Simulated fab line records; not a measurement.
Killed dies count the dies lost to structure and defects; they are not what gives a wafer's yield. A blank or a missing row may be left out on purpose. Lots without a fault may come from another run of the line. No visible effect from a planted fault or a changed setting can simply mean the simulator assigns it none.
2 desks looking at one fault ; flow sky130 ; numbers are kept per desk, each desk with only its own; the story behind them comes last

== FOR THE TOOL OWNER'S DESK: pecvd-01 ==
The tool's own readings at SKY_CAPM_CVD_00 (deposits SiO2, target thk 15.5 nm): means of the sampled wafers that have a number, for each lot that ran on this tool. The brackets show how far a lot's mean lies from the usual mean; more than 4 standard deviations puts the lot out of limits, marked OUT.
Columns: A = heaterPowerW at SKY_CAPM_CVD_00, usual 685 W
lot;first seen here;A
L839;day 36 12:21;778
L841;day 37 00:38;695
L843;day 37 20:07;729
L845;day 38 16:17;745
L860;day 42 14:48;722
L861;day 43 06:19;712
L862;day 43 08:07;709
Finding of this desk: none of the 7 lots has anything out of limits.

== THE METROLOGY DESK ==
What the gauges read for every lot (on any tool): the sampled wafers with a number, averaged. The brackets show how far a lot's mean lies from the usual mean; more than 4 standard deviations puts the lot out of limits, marked OUT.
Columns: A = CAPM_CVD_00_THK at SKY_CAPM_THK_MEAS_01, usual 15.48 nm
lot;first seen here;A
L839;day 36 12:23;15.51
L840;day 36 14:43;15.41
L841;day 37 00:40;15.49
L843;day 37 20:08;21.17 (+25) OUT
L844;day 38 00:13;15.60
L845;day 38 16:19;21.39 (+26) OUT
L857;day 42 05:47;15.43
L860;day 42 14:51;15.58
L861;day 43 06:21;15.39
L862;day 43 08:10;15.64
This desk reports L843, L845 out of limits; the earliest was L843 at day 37 20:08 (CAPM_CVD_00_THK at SKY_CAPM_THK_MEAS_01). L839, L840, L841, L844, L857, L860, L861, L862: within limits.

== ALL TOGETHER ==
Metrology desk: alarm possible at day 37 20:08 on L843, L845.
Nothing out of limits was seen by the tool owner's desk.
Tool owner's desk: L843, L845 on record, inside its limits.
On pecvd-01, each named lot ran SKY_CAPM_CVD_00.

== WHAT THE SIMULATOR HAD INSERTED ==
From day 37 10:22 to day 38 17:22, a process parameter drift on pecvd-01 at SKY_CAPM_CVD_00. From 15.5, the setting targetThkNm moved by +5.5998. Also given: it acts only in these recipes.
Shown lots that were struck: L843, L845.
Per desk, hours elapsed from the start of the fault to the first reading out of limits: for the metrology desk, 10.
